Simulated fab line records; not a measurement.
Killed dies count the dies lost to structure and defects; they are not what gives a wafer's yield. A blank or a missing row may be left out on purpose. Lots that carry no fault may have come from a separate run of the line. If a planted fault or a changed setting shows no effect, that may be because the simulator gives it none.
Chamber matching    flow sky130    SKY_VIA3_CMP_02 on cmp-01 has 4 sister chambers
The step polishes SiO2. 14 wafers are shown with their chamber, then 7 later ones without.

WAFERS PAIRED WITH THEIR CHAMBERS
wafer   chamber  motor current A (A)  edge zone pressure frac  head pressure psi (psi)
L143.4  2        10.6                 1.003                    3.991
L143.5  1        10.8                 0.997                    4.001
L143.6  2        11.1                 0.999                    4.002
L144.2  0        12.2                 1.005                    3.993
L144.3  1        10.5                 1.001                    4.002
L144.4  3        12.5                 1.001                    4.004
L148.2  3        12.6                 0.994                    3.992
L148.3  2        10.9                 0.995                    4.007
L148.5  3        12.7                 0.998                    3.982
L150.1  0        12.5                 0.999                    4.006
L150.5  2        10.7                 1.000                    4.004
L150.6  3        12.6                 1.001                    4.008
L152.2  0        11.9                 0.998                    4.004
L152.3  3        13.0                 0.996                    4.004

SIGNATURES (means of the wafers above)
reading                  chamber 0  chamber 1  chamber 2  chamber 3  scatter within a chamber
motor current A          12.200     10.650     10.825     12.680     0.228
edge zone pressure frac  1.00067    0.99900    0.99925    0.99800    0.00328
head pressure psi        4.00100    4.00150    4.00100    3.99800    0.00842
Rule: distance of a wafer from a chamber = root of the sum over the readings of ((wafer's reading minus chamber's mean) / reading's scatter) squared. The wafer belongs to the nearest chamber; if the next one is less than 2 further off, it can't be placed. How the scatter is found: for the shown wafers, subtract from each reading the mean of its chamber, square and add these, divide the total by (wafers less chambers), then take the root.

WAFERS MISSING THEIR CHAMBER
wafer   motor current A (A)  edge zone pressure frac  head pressure psi (psi)
L152.6  13.3                 1.003                    4.004
L162.2  12.9                 0.990                    4.003
L162.3  10.5                 1.002                    4.003
L162.5  12.5                 1.011                    4.002
L163.1  12.6                 0.989                    4.006
L163.3  12.3                 0.998                    4.001
L163.5  10.2                 0.996                    3.990

CHAMBER TAKEN BY EACH
wafer   from the rows above      in truth
L152.6  can't be placed: 3 or 0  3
L162.2  can't be placed: 3 or 0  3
L162.3  can't be placed: 1 or 2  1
L162.5  can't be placed: 0 or 3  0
L163.1  can't be placed: 3 or 0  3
L163.3  can't be placed: 0 or 3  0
L163.5  can't be placed: 1 or 2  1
Placed correctly: 0 of 7. Cannot be placed on the basis of these rows: 7; the candidates contain the true chamber in 7. Wrongly placed: 0.
